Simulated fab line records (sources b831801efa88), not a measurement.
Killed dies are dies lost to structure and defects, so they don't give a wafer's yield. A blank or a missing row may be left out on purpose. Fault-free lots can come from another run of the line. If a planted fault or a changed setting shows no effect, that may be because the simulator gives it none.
Commonality check across tools	flow gf180mcu	Sampled: 12 lots, 36 wafers

WHAT PROMPTED THE OPENING
Flagged at GF_TOP_METAL_CD_MEAS_14: reading cdNm, on 2 of 12 lots. No-fault wafers: 440.4 nm, standard deviation 2.6.
Rule: a lot is flagged in two cases, either no wafer of it has a number, or all its wafers with numbers fall more than 4 standard deviations from that mean. The other lots count as sound.

lot	measured	on	cdNm (nm), wafer by wafer	flag
L144	day 29 07:31	cdSem-02	437.8 437.8 437.6	
L146	day 29 18:07	cdSem-01	440.6 441.0 441.6	
L147	day 30 06:14	cdSem-02	441.5 438.3 438.3	
L148	day 30 15:58	cdSem-01	437.7 435.9 438.4	
L150	day 31 05:00	cdSem-01	441.8 442.9 442.3	
L153	day 31 16:18	cdSem-02	439.6 436.6 437.1	
L154	day 31 22:28	cdSem-01	441.7 444.0 440.9	
L156	day 32 10:19	cdSem-01	442.4 442.0 441.4	
L159	day 33 07:48	cdSem-02	459.9 458.9 460.2	FLAGGED
L160	day 33 14:51	cdSem-01	438.5 436.8 439.0	
L165	day 34 17:34	cdSem-01	454.7 457.4 458.2	FLAGGED
L166	day 34 21:43	cdSem-02	444.9 442.8 442.4	
On average the flagged lots' numbers are 458.2 nm, which is +17.8 nm against the usual, or +7 standard deviations.

TOOL THAT RAN EACH LOT
Before the reading, the record contains 2 process steps out of a 602-step route. Every cell lists first the tool, next ch and the chambers used by the sampled wafers, and last the start.
lot	flag	GF_V5_SPUTTER_22	GF_TOP_METAL_EXPOSE_11
L144		pvdSputter-04, day 28 10:44	ilineStepper-01 ch 0, day 28 21:54
L146		pvdSputter-02, day 28 21:07	ilineStepper-02 ch 0, day 29 08:14
L147		pvdSputter-04, day 29 10:50	ilineStepper-02 ch 0, day 29 21:35
L148		pvdSputter-02, day 29 19:49	ilineStepper-01 ch 0, day 30 06:39
L150		pvdSputter-01, day 30 10:20	ilineStepper-02 ch 0, day 30 20:47
L153		pvdSputter-01, day 30 20:58	ilineStepper-02 ch 0, day 31 07:00
L154		pvdSputter-01, day 31 03:57	ilineStepper-02 ch 0, day 31 13:52
L156		pvdSputter-04, day 31 15:56	ilineStepper-01 ch 0, day 32 01:37
L159	FLAGGED	pvdSputter-04, day 32 14:16	ilineStepper-02 ch 0, day 32 23:50
L160		pvdSputter-01, day 32 21:44	ilineStepper-01 ch 0, day 33 07:02
L165	FLAGGED	pvdSputter-01, day 34 01:20	ilineStepper-02 ch 0, day 34 10:16
L166		pvdSputter-01, day 34 05:41	ilineStepper-01 ch 0, day 34 14:23
What these steps do:
- GF_V5_SPUTTER_22: material TiN, target thk 10 nm, time 40 s.
- GF_TOP_METAL_EXPOSE_11: exposes mask MetalTop, target cd 440 nm.
- GF_TOP_METAL_CD_MEAS_14: target cd 440 nm.

FLAGGED OVER TOTAL, TOOL BY TOOL (the gauges that took the reading come last)
step	tool	lots run	flagged	share of the flagged lots	sound lots run after its first flagged lot
GF_V5_SPUTTER_22	pvdSputter-01	6	1	some	1 (L166)
GF_V5_SPUTTER_22	pvdSputter-02	2	0	none	-
GF_V5_SPUTTER_22	pvdSputter-04	4	1	some	0
GF_TOP_METAL_EXPOSE_11	ilineStepper-01	5	0	none	-
GF_TOP_METAL_EXPOSE_11	ilineStepper-02	7	2	all	0
GF_TOP_METAL_CD_MEAS_14	cdSem-01	7	1	some	0
GF_TOP_METAL_CD_MEAS_14	cdSem-02	5	1	some	1 (L166)

WHAT THE TABLE ALLOWS
Rows of the table that ran each flagged lot: 1, that is ilineStepper-02 at GF_TOP_METAL_EXPOSE_11.
- ilineStepper-02 at GF_TOP_METAL_EXPOSE_11 ran 7 lots, 2 of them flagged. Its last sound lot is L154 (day 31 13:52), its first flagged lot L159 (day 32 23:50): a fault that began between those two fits. Its own readings (exposureDoseMJCm2) fall more than 4 standard deviations out on all wafers of the flagged lots.
Just one tool remains: ilineStepper-02 at GF_TOP_METAL_EXPOSE_11.

WHAT THE SIMULATOR PUT IN
Drift in process parameters on ilineStepper-02 at GF_TOP_METAL_EXPOSE_11, starting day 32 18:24. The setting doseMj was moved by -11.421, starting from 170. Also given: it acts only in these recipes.
Shown lots that were struck: L159, L165. The same result came from the rule above.
